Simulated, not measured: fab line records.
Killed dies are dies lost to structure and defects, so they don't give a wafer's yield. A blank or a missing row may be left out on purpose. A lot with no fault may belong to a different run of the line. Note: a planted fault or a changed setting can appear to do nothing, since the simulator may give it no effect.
Which tool did it? :: flow sky130 :: 72 wafers from 24 lots sampled at 6 of the route's 708 steps

WHAT THE GAUGES READ, wafer by wafer
SKY_FIELD_ISO_THK_MEAS_02.
lot: L074
measured: day 1 13:19
on: film metro-04
FIELD_ISO_OXIDATION_00_THK (nm): 11.97 11.96 11.89

lot: L075
measured: day 1 17:35
on: film metro-02
FIELD_ISO_OXIDATION_00_THK (nm): 11.75 11.63 11.67

lot: L076
measured: day 1 21:48
on: film metro-01
FIELD_ISO_OXIDATION_00_THK (nm): 12.23 12.09 12.34

lot: L077
measured: day 2 02:38
on: film metro-01
FIELD_ISO_OXIDATION_00_THK (nm): 11.99 11.86 11.84

lot: L078
measured: day 2 08:21
on: film metro-01
FIELD_ISO_OXIDATION_00_THK (nm): 12.16 12.21 12.05

lot: L079
measured: day 2 12:39
on: film metro-02
FIELD_ISO_OXIDATION_00_THK (nm): 11.75 11.78 11.82

lot: L080
measured: day 2 18:41
on: film metro-02
FIELD_ISO_OXIDATION_00_THK (nm): 11.77 11.73 11.65

lot: L081
measured: day 2 23:03
on: film metro-02
FIELD_ISO_OXIDATION_00_THK (nm): 12.06 12.04 11.99

lot: L082
measured: day 3 04:13
on: film metro-02
FIELD_ISO_OXIDATION_00_THK (nm): 12.23 12.21 12.03

lot: L083
measured: day 3 08:40
on: film metro-02
FIELD_ISO_OXIDATION_00_THK (nm): 12.39 12.36 12.29

lot: L084
measured: day 3 13:39
on: film metro-02
FIELD_ISO_OXIDATION_00_THK (nm): 11.57 11.85 11.79

lot: L085
measured: day 3 18:38
on: film metro-01
FIELD_ISO_OXIDATION_00_THK (nm): 11.50 11.84 11.75

lot: L086
measured: day 3 23:59
on: film metro-02
FIELD_ISO_OXIDATION_00_THK (nm): 11.94 11.87 11.89

lot: L087
measured: day 4 05:00
on: film metro-01
FIELD_ISO_OXIDATION_00_THK (nm): 11.89 12.01 12.10

lot: L088
measured: day 4 11:03
on: film metro-02
FIELD_ISO_OXIDATION_00_THK (nm): 11.84 11.89 11.83

lot: L089
measured: day 4 15:49
on: film metro-01
FIELD_ISO_OXIDATION_00_THK (nm): 11.85 11.93 11.97

lot: L090
measured: day 4 20:14
on: film metro-01
FIELD_ISO_OXIDATION_00_THK (nm): 12.41 12.08 12.17

lot: L091
measured: day 5 00:38
on: film metro-01
FIELD_ISO_OXIDATION_00_THK (nm): 11.87 11.91 12.00

lot: L092
measured: day 5 06:47
on: film metro-01
FIELD_ISO_OXIDATION_00_THK (nm): 12.07 12.13 11.99

lot: L093
measured: day 5 10:38
on: film metro-01
FIELD_ISO_OXIDATION_00_THK (nm): 12.33 12.44 12.44

lot: L094
measured: day 5 15:58
on: film metro-02
FIELD_ISO_OXIDATION_00_THK (nm): 12.13 12.05 12.14

lot: L095
measured: day 5 21:49
on: film metro-01
FIELD_ISO_OXIDATION_00_THK (nm): 11.70 11.92 11.75

lot: L096
measured: day 6 02:13
on: film metro-01
FIELD_ISO_OXIDATION_00_THK (nm): 11.69 11.82 11.58

lot: L097
measured: day 6 06:38
on: film metro-01
FIELD_ISO_OXIDATION_00_THK (nm): 11.83 11.93 11.75

SKY_LI_CONTACT_OVL_MEAS_13.
lot: L074
measured: day 29 06:59
on: overlay-01
LI_CONTACT_OVL (nm): 1 -3 -4

lot: L075
measured: day 29 18:19
on: overlay-01
LI_CONTACT_OVL (nm): -10 -6 -1

lot: L076
measured: day 30 12:27
on: overlay-02
LI_CONTACT_OVL (nm): -10 -15 -13

lot: L077
measured: day 30 17:59
on: overlay-01
LI_CONTACT_OVL (nm): -12 -17 -6

lot: L078
measured: day 30 21:26
on: overlay-02
LI_CONTACT_OVL (nm): -7 -10 -5

lot: L079
measured: day 31 05:07
on: overlay-02
LI_CONTACT_OVL (nm): 6 9 3

lot: L080
measured: day 31 14:16
on: overlay-01
LI_CONTACT_OVL (nm): -3 0 -10

lot: L081
measured: day 31 17:15
on: overlay-01
LI_CONTACT_OVL (nm): -4 -5 -6

lot: L082
measured: day 32 15:34
on: overlay-02
LI_CONTACT_OVL (nm): -16 -8 -6

lot: L083
measured: day 32 14:51
on: overlay-02
LI_CONTACT_OVL (nm): -3 0 -9

lot: L084
measured: day 32 22:58
on: overlay-02
LI_CONTACT_OVL (nm): 4 6 -5

lot: L085
measured: day 33 07:36
on: overlay-01
LI_CONTACT_OVL (nm): -2 -13 -9

lot: L086
measured: day 34 01:55
on: overlay-02
LI_CONTACT_OVL (nm): -9 0 0

lot: L087
measured: day 34 04:01
on: overlay-01
LI_CONTACT_OVL (nm): -7 -8 -3

lot: L088
measured: day 34 05:15
on: overlay-01
LI_CONTACT_OVL (nm): -6 -11 -2

lot: L089
measured: day 34 07:26
on: overlay-01
LI_CONTACT_OVL (nm): -10 -7 -9

lot: L090
measured: day 34 21:07
on: overlay-01
LI_CONTACT_OVL (nm): -7 -1 -6

lot: L091
measured: day 34 22:10
on: overlay-01
LI_CONTACT_OVL (nm): -11 0 -14

lot: L092
measured: day 35 02:13
on: overlay-01
LI_CONTACT_OVL (nm): -9 -3 -8

lot: L093
measured: day 35 17:39
on: overlay-01
LI_CONTACT_OVL (nm): -4 -10 -11

lot: L094
measured: day 36 00:11
on: overlay-02
LI_CONTACT_OVL (nm): 1 -4 -3

lot: L095
measured: day 36 12:17
on: overlay-01
LI_CONTACT_OVL (nm): -10 -4 -10

lot: L096
measured: day 36 18:01
on: overlay-01
LI_CONTACT_OVL (nm): -5 -10 -8

lot: L097
measured: day 36 20:57
on: overlay-02
LI_CONTACT_OVL (nm): -10 -8 -7

SKY_CONTACT_BOW_MEAS_05.
lot: L074
measured: day 30 14:25
on: film metro-02
CONTACT_BOW (um): 68 82 91

lot: L075
measured: day 31 00:39
on: film metro-04
CONTACT_BOW (um): 97 89 93

lot: L076
measured: day 31 18:28
on: film metro-02
CONTACT_BOW (um): 95 91 89

lot: L077
measured: day 32 00:47
on: film metro-04
CONTACT_BOW (um): 85 87 90

lot: L078
measured: day 32 03:48
on: film metro-02
CONTACT_BOW (um): 85 76 86

lot: L079
measured: day 32 11:26
on: film metro-01
CONTACT_BOW (um): 87 91 75

lot: L080
measured: day 32 20:30
on: film metro-02
CONTACT_BOW (um): 74 82 78

lot: L081
measured: day 32 23:37
on: film metro-02
CONTACT_BOW (um): 80 84 96

lot: L082
measured: day 33 21:19
on: film metro-04
CONTACT_BOW (um): 83 75 75

lot: L083
measured: day 33 20:43
on: film metro-01
CONTACT_BOW (um): 89 85 76

lot: L084
measured: day 34 04:44
on: film metro-02
CONTACT_BOW (um): 86 77 83

lot: L085
measured: day 34 13:07
on: film metro-02
CONTACT_BOW (um): 81 78 92

lot: L086
measured: day 35 08:05
on: film metro-04
CONTACT_BOW (um): 76 90 77

lot: L087
measured: day 35 09:46
on: film metro-02
CONTACT_BOW (um): 85 82 76

lot: L088
measured: day 35 10:56
on: film metro-02
CONTACT_BOW (um): 85 81 80

lot: L089
measured: day 35 13:03
on: film metro-04
CONTACT_BOW (um): 71 65 72

lot: L090
measured: day 36 02:52
on: film metro-04
CONTACT_BOW (um): 91 70 90

lot: L091
measured: day 36 04:10
on: film metro-01
CONTACT_BOW (um): 83 78 74

lot: L092
measured: day 36 07:43
on: film metro-02
CONTACT_BOW (um): 70 82 82

lot: L093
measured: day 36 22:10
on: film metro-02
CONTACT_BOW (um): 98 89 70

lot: L094
measured: day 37 04:49
on: film metro-04
CONTACT_BOW (um): 79 82 82

lot: L095
measured: day 37 17:43
on: film metro-04
CONTACT_BOW (um): 81 87 86

lot: L096
measured: day 37 23:20
on: film metro-02
CONTACT_BOW (um): 84 89 90

lot: L097
measured: day 38 02:12
on: film metro-04
CONTACT_BOW (um): 82 78 80

SKY_CAP2M_OVL_MEAS_12.
lot: L074
measured: day 41 01:18
on: overlay-02
CAP2M_OVL (nm): 0.4 -0.6 0.9

lot: L075
measured: day 41 09:04
on: overlay-01
CAP2M_OVL (nm): -0.9 -0.4 -0.7

lot: L076
measured: day 41 23:58
on: overlay-02
CAP2M_OVL (nm): 0.6 0.6 0.5

lot: L077
measured: day 42 06:05
on: overlay-01
CAP2M_OVL (nm): -1.3 -2.0 -1.8

lot: L078
measured: day 42 06:45
on: overlay-02
CAP2M_OVL (nm): -1.3 -0.8 -0.8

lot: L079
measured: day 42 12:58
on: overlay-02
CAP2M_OVL (nm): 0.9 1.1 0.9

lot: L080
measured: day 42 22:46
on: overlay-02
CAP2M_OVL (nm): 1.7 1.5 2.0

lot: L081
measured: day 43 01:02
on: overlay-01
CAP2M_OVL (nm): 0.8 1.8 1.2

lot: L082
measured: day 43 22:32
on: overlay-02
CAP2M_OVL (nm): 2.5 3.5 3.2

lot: L083
measured: day 43 18:07
on: overlay-01
CAP2M_OVL (nm): -0.9 0.5 -0.8

lot: L084
measured: day 44 04:47
on: overlay-01
CAP2M_OVL (nm): 1.8 0.8 2.5

lot: L085
measured: day 44 07:17
on: overlay-02
CAP2M_OVL (nm): 2.7 0.9 1.1

lot: L086
measured: day 45 01:22
on: overlay-01
CAP2M_OVL (nm): -0.3 -0.2 2.2

lot: L087
measured: day 45 02:38
on: overlay-02
CAP2M_OVL (nm): 2.1 2.9 2.1

lot: L088
measured: day 45 03:55
on: overlay-02
CAP2M_OVL (nm): -0.4 -0.4 -1.1

lot: L089
measured: day 45 06:41
on: overlay-01
CAP2M_OVL (nm): -2.1 -1.7 0.2

lot: L090
measured: day 45 16:56
on: overlay-02
CAP2M_OVL (nm): 2.0 0.7 1.2

lot: L091
measured: day 45 19:14
on: overlay-02
CAP2M_OVL (nm): 1.5 0.1 2.6

lot: L092
measured: day 45 21:56
on: overlay-02
CAP2M_OVL (nm): 2.1 3.1 0.7

lot: L093
measured: day 46 08:08
on: overlay-01
CAP2M_OVL (nm): 0.1 0.0 -0.1

lot: L094
measured: day 46 12:56
on: overlay-02
CAP2M_OVL (nm): 3.7 1.1 2.0

lot: L095
measured: day 46 23:40
on: overlay-02
CAP2M_OVL (nm): 1.8 1.3 1.1

lot: L096
measured: day 47 06:02
on: overlay-02
CAP2M_OVL (nm): 2.8 2.7 2.1

lot: L097
measured: day 47 06:56
on: overlay-01
CAP2M_OVL (nm): 0.1 1.4 -0.3

WHAT TOOL EACH LOT RAN ON (gives the tool, then ch and the chambers of the sampled wafers, and finally the start)
lot: L074
SKY_CONTACT_CVD_24: cvd w-01 ch 0, day 31 19:16
SKY_METAL1_SPUTTER_00: pvd sputter-01, day 31 19:51

lot: L075
SKY_CONTACT_CVD_24: cvd w-01 ch 0,1, day 32 06:04
SKY_METAL1_SPUTTER_00: pvd sputter-04, day 32 06:40

lot: L076
SKY_CONTACT_CVD_24: cvd w-01 ch 0,1, day 32 22:37
SKY_METAL1_SPUTTER_00: pvd sputter-02, day 32 23:12

lot: L077
SKY_CONTACT_CVD_24: cvd w-01 ch 0,1, day 33 05:01
SKY_METAL1_SPUTTER_00: pvd sputter-04, day 33 05:36

lot: L078
SKY_CONTACT_CVD_24: cvd w-02 ch 0,1, day 33 07:44
SKY_METAL1_SPUTTER_00: pvd sputter-01, day 33 08:20

lot: L079
SKY_CONTACT_CVD_24: cvd w-01 ch 0,1, day 33 14:49
SKY_METAL1_SPUTTER_00: pvd sputter-01, day 33 15:22

lot: L080
SKY_CONTACT_CVD_24: cvd w-01 ch 0,1, day 34 00:32
SKY_METAL1_SPUTTER_00: pvd sputter-04, day 34 01:08

lot: L081
SKY_CONTACT_CVD_24: cvd w-01 ch 0, day 34 03:32
SKY_METAL1_SPUTTER_00: pvd sputter-02, day 34 04:07

lot: L082
SKY_CONTACT_CVD_24: cvd w-02 ch 0,1, day 35 01:16
SKY_METAL1_SPUTTER_00: pvd sputter-02, day 35 01:52

lot: L083
SKY_CONTACT_CVD_24: cvd w-01 ch 0,1, day 35 00:22
SKY_METAL1_SPUTTER_00: pvd sputter-01, day 35 00:58

lot: L084
SKY_CONTACT_CVD_24: cvd w-01 ch 0,1, day 35 08:52
SKY_METAL1_SPUTTER_00: pvd sputter-04, day 35 09:25

lot: L085
SKY_CONTACT_CVD_24: cvd w-01 ch 1, day 35 16:15
SKY_METAL1_SPUTTER_00: pvd sputter-01, day 35 16:50

lot: L086
SKY_CONTACT_CVD_24: cvd w-01 ch 0,1, day 36 11:28
SKY_METAL1_SPUTTER_00: pvd sputter-02, day 36 12:01

lot: L087
SKY_CONTACT_CVD_24: cvd w-01 ch 0,1, day 36 12:53
SKY_METAL1_SPUTTER_00: pvd sputter-01, day 36 13:32

lot: L088
SKY_CONTACT_CVD_24: cvd w-02 ch 0,1, day 36 14:23
SKY_METAL1_SPUTTER_00: pvd sputter-04, day 36 14:58

lot: L089
SKY_CONTACT_CVD_24: cvd w-01 ch 0,1, day 36 16:58
SKY_METAL1_SPUTTER_00: pvd sputter-02, day 36 17:33

lot: L090
SKY_CONTACT_CVD_24: cvd w-02 ch 0,1, day 37 06:07
SKY_METAL1_SPUTTER_00: pvd sputter-02, day 37 06:49

lot: L091
SKY_CONTACT_CVD_24: cvd w-01 ch 0,1, day 37 07:34
SKY_METAL1_SPUTTER_00: pvd sputter-01, day 37 08:10

lot: L092
SKY_CONTACT_CVD_24: cvd w-01 ch 0,1, day 37 10:51
SKY_METAL1_SPUTTER_00: pvd sputter-02, day 37 11:24

lot: L093
SKY_CONTACT_CVD_24: cvd w-02 ch 0,1, day 38 01:07
SKY_METAL1_SPUTTER_00: pvd sputter-01, day 38 01:42

lot: L094
SKY_CONTACT_CVD_24: cvd w-02 ch 0,1, day 38 08:19
SKY_METAL1_SPUTTER_00: pvd sputter-04, day 38 08:55

lot: L095
SKY_CONTACT_CVD_24: cvd w-01 ch 1, day 38 20:52
SKY_METAL1_SPUTTER_00: pvd sputter-04, day 38 21:28

lot: L096
SKY_CONTACT_CVD_24: cvd w-01 ch 0,1, day 39 02:22
SKY_METAL1_SPUTTER_00: pvd sputter-01, day 39 03:00

lot: L097
SKY_CONTACT_CVD_24: cvd w-01 ch 0, day 39 04:34
SKY_METAL1_SPUTTER_00: pvd sputter-02, day 39 05:09
- SKY_CONTACT_CVD_24: deposits W, target thk 340 nm, time 102.12 s.
- SKY_METAL1_SPUTTER_00: material Ti, target thk 15 nm, time 10 s.

WHAT THE TOOLS THEMSELVES READ (means of the sampled wafers that have a number; where no wafer has one, the mark that the record gives instead)
SKY_CONTACT_CVD_24.
lot: L074
tool: cvd w-01
heater power w (W): 852

lot: L075
tool: cvd w-01
heater power w (W): 862

lot: L076
tool: cvd w-01
heater power w (W): 855

lot: L077
tool: cvd w-01
heater power w (W): 863

lot: L078
tool: cvd w-02
heater power w (W): 914

lot: L079
tool: cvd w-01
heater power w (W): 867

lot: L080
tool: cvd w-01
heater power w (W): 865

lot: L081
tool: cvd w-01
heater power w (W): 872

lot: L082
tool: cvd w-02
heater power w (W): 920

lot: L083
tool: cvd w-01
heater power w (W): 887

lot: L084
tool: cvd w-01
heater power w (W): 872

lot: L085
tool: cvd w-01
heater power w (W): 873

lot: L086
tool: cvd w-01
heater power w (W): 862

lot: L087
tool: cvd w-01
heater power w (W): 880

lot: L088
tool: cvd w-02
heater power w (W): 922

lot: L089
tool: cvd w-01
heater power w (W): 852

lot: L090
tool: cvd w-02
heater power w (W): 920

lot: L091
tool: cvd w-01
heater power w (W): 869

lot: L092
tool: cvd w-01
heater power w (W): 869

lot: L093
tool: cvd w-02
heater power w (W): 920

lot: L094
tool: cvd w-02
heater power w (W): 912

lot: L095
tool: cvd w-01
heater power w (W): 857

lot: L096
tool: cvd w-01
heater power w (W): 868

lot: L097
tool: cvd w-01
heater power w (W): 877

SKY_METAL1_SPUTTER_00.
lot: L074
tool: pvd sputter-01
throttle valve pct (%): 30.7

lot: L075
tool: pvd sputter-04
throttle valve pct (%): 29.4

lot: L076
tool: pvd sputter-02
throttle valve pct (%): 30.6

lot: L077
tool: pvd sputter-04
throttle valve pct (%): 30.2

lot: L078
tool: pvd sputter-01
throttle valve pct (%): 29.3

lot: L079
tool: pvd sputter-01
throttle valve pct (%): 30.2

lot: L080
tool: pvd sputter-04
throttle valve pct (%): 29.3

lot: L081
tool: pvd sputter-02
throttle valve pct (%): 30.8

lot: L082
tool: pvd sputter-02
throttle valve pct (%): 31.0

lot: L083
tool: pvd sputter-01
throttle valve pct (%): 30.3

lot: L084
tool: pvd sputter-04
throttle valve pct (%): 29.2

lot: L085
tool: pvd sputter-01
throttle valve pct (%): 29.5

lot: L086
tool: pvd sputter-02
throttle valve pct (%): 30.8

lot: L087
tool: pvd sputter-01
throttle valve pct (%): 30.4

lot: L088
tool: pvd sputter-04
throttle valve pct (%): 30.3

lot: L089
tool: pvd sputter-02
throttle valve pct (%): 29.8

lot: L090
tool: pvd sputter-02
throttle valve pct (%): 30.2

lot: L091
tool: pvd sputter-01
throttle valve pct (%): 29.7

lot: L092
tool: pvd sputter-02
throttle valve pct (%): 30.8

lot: L093
tool: pvd sputter-01
throttle valve pct (%): 29.5

lot: L094
tool: pvd sputter-04
throttle valve pct (%): 31.3

lot: L095
tool: pvd sputter-04
throttle valve pct (%): 30.1

lot: L096
tool: pvd sputter-01
throttle valve pct (%): 29.7

lot: L097
tool: pvd sputter-02
throttle valve pct (%): 31.0

THE ANSWER, worked out from the rows above alone
Rule: the usual values come from the lots themselves. The widest of any qualifying gaps counts: lots, ordered by their means at a reading, are off when they make up no more than a third of the lots, leave a main group of 4 or more, and stand apart from it by 3 or more times the standard deviation of that group's means. The tables above print the reading to a certain number of digits; a main group whose means all agree to those digits is not used. A lot without any number at a reading at which 4 lots or more have one is off too. The other lots that the step has rows for count as sound. The gauges are gone through in route order, then the tools' own readings, and for those a lot's mean is taken as printed above. The first step at which some lot is off is used, and at that step the reading that is off furthest; a lot without a number counts as furthest.
No lot is off at any reading shown: from this, nothing can be told.

WHAT WAS PUT IN BY THE SIMULATOR
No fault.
